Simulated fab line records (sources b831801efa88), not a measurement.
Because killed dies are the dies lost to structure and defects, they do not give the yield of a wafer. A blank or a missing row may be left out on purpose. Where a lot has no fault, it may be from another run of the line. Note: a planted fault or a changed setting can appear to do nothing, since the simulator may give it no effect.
Check for tools in common    flow sky130    Sample size 15 lots and 45 wafers

REASON FOR OPENING
At SKY_LDD_P_TW_MEAS_11 the reading LDD_P_TW is flagged on 3 of 15 lots. Wafers without a fault read 639, standard deviation 6.
Rule: flag the lot when none of its wafers has a number, or when each of its wafers that has one lies beyond 4 standard deviations from that mean. All remaining lots are regarded as sound.

lot   measured      on             LDD_P_TW, wafer by wafer  flag
L944  day 19 18:50  film-metro-03  643 640 638               
L945  day 20 05:30  film-metro-02  635 636 634               
L946  day 20 09:11  film-metro-04  643 640 642               
L949  day 22 00:17  film-metro-04  30 30 30                  FLAGGED
L951  day 22 15:02  film-metro-04  30 30 30                  FLAGGED
L950  day 22 16:15  film-metro-04  30 30 30                  FLAGGED
L957  day 24 19:47  film-metro-02  627 628 629               
L958  day 25 02:47  film-metro-03  641 643 642               
L959  day 25 05:56  film-metro-04  643 645 647               
L960  day 25 17:23  film-metro-03  642 643 643               
L961  day 26 05:05  film-metro-03  642 641 644               
L962  day 26 08:47  film-metro-02  629 634 629               
L963  day 27 00:17  film-metro-03  647 646 651               
L964  day 27 16:59  film-metro-03  649 650 651               
L965  day 27 18:12  film-metro-03  649 650 647               
Flagged lots average 30: -609 relative to the usual, that is -99 or more standard deviations.

WHICH TOOL RAN EACH LOT
The record holds 2 process steps before the reading, out of a route of 708 steps. Every cell lists first the tool, next ch and the chambers used by the sampled wafers, and last the start.
lot   flag     SKY_LDD_N_STRIP_16                    SKY_LDD_P_STRIP_10
L944           plasma-asher-03 ch 0,1, day 18 12:06  plasma-asher-02 ch 0,1, day 19 18:44
L945           plasma-asher-01 ch 0,1, day 18 22:58  plasma-asher-03 ch 0, day 20 05:23
L946           plasma-asher-04 ch 0,1, day 19 02:07  plasma-asher-04 ch 1, day 20 09:05
L949  FLAGGED  plasma-asher-04 ch 0,1, day 20 17:22  plasma-asher-02 ch 0,1, day 22 00:11
L951  FLAGGED  plasma-asher-04 ch 0,1, day 21 08:40  plasma-asher-03 ch 0,1, day 22 14:56
L950  FLAGGED  plasma-asher-01 ch 0,1, day 21 09:31  plasma-asher-03 ch 0,1, day 22 16:08
L957           plasma-asher-03 ch 0,1, day 23 13:25  plasma-asher-04 ch 0,1, day 24 19:41
L958           plasma-asher-04 ch 0,1, day 23 21:16  plasma-asher-04 ch 0,1, day 25 02:41
L959           plasma-asher-03 ch 0,1, day 23 23:45  plasma-asher-04 ch 0,1, day 25 05:50
L960           plasma-asher-01 ch 0,1, day 24 11:55  plasma-asher-03 ch 1, day 25 17:17
L961           plasma-asher-04 ch 0,1, day 24 23:25  plasma-asher-02 ch 0,1, day 26 04:59
L962           plasma-asher-04 ch 0,1, day 25 03:09  plasma-asher-03 ch 0,1, day 26 08:41
L963           plasma-asher-01 ch 0,1, day 25 18:58  plasma-asher-03 ch 0,1, day 27 00:11
L964           plasma-asher-04 ch 0,1, day 26 11:55  plasma-asher-04 ch 0, day 27 16:53
L965           plasma-asher-01 ch 0,1, day 26 13:08  plasma-asher-03 ch 0,1, day 27 18:07
What the steps here do:
- SKY_LDD_N_STRIP_16: strips in O2/N2.
- SKY_LDD_P_STRIP_10: strips in O2/N2.
- SKY_LDD_P_TW_MEAS_11

FLAGGED OVER TOTAL, TOOL BY TOOL (the gauges that took the reading come last)
step                  tool             lots run  flagged  share of the flagged lots  sound lots run after its first flagged lot
SKY_LDD_N_STRIP_16    plasma-asher-01  5         1        some                       3 (L960,L963,L965)
SKY_LDD_N_STRIP_16    plasma-asher-03  3         0        none                       -
SKY_LDD_N_STRIP_16    plasma-asher-04  7         2        some                       4 (L958,L961,L962,L964)
SKY_LDD_P_STRIP_10    plasma-asher-02  3         1        some                       1 (L961)
SKY_LDD_P_STRIP_10    plasma-asher-03  7         2        some                       4 (L960,L962,L963,L965)
SKY_LDD_P_STRIP_10    plasma-asher-04  5         0        none                       -
SKY_LDD_P_TW_MEAS_11  film-metro-02    3         0        none                       -
SKY_LDD_P_TW_MEAS_11  film-metro-03    7         0        none                       -
SKY_LDD_P_TW_MEAS_11  film-metro-04    5         3        all                        1 (L959)

WHAT IS ALLOWED BY THE TABLE
Rows of the table that ran each flagged lot: 1, that is film-metro-04 at SKY_LDD_P_TW_MEAS_11.
- film-metro-04 at SKY_LDD_P_TW_MEAS_11 ran 5 lots, 3 of them flagged. After the first flagged lot (L959), sound lots still ran on it; a lasting fault on the whole tool would not permit that.
There is no row in the table that ran each flagged lot and no sound lot after the first.

WHAT THE SIMULATOR HAD PUT IN
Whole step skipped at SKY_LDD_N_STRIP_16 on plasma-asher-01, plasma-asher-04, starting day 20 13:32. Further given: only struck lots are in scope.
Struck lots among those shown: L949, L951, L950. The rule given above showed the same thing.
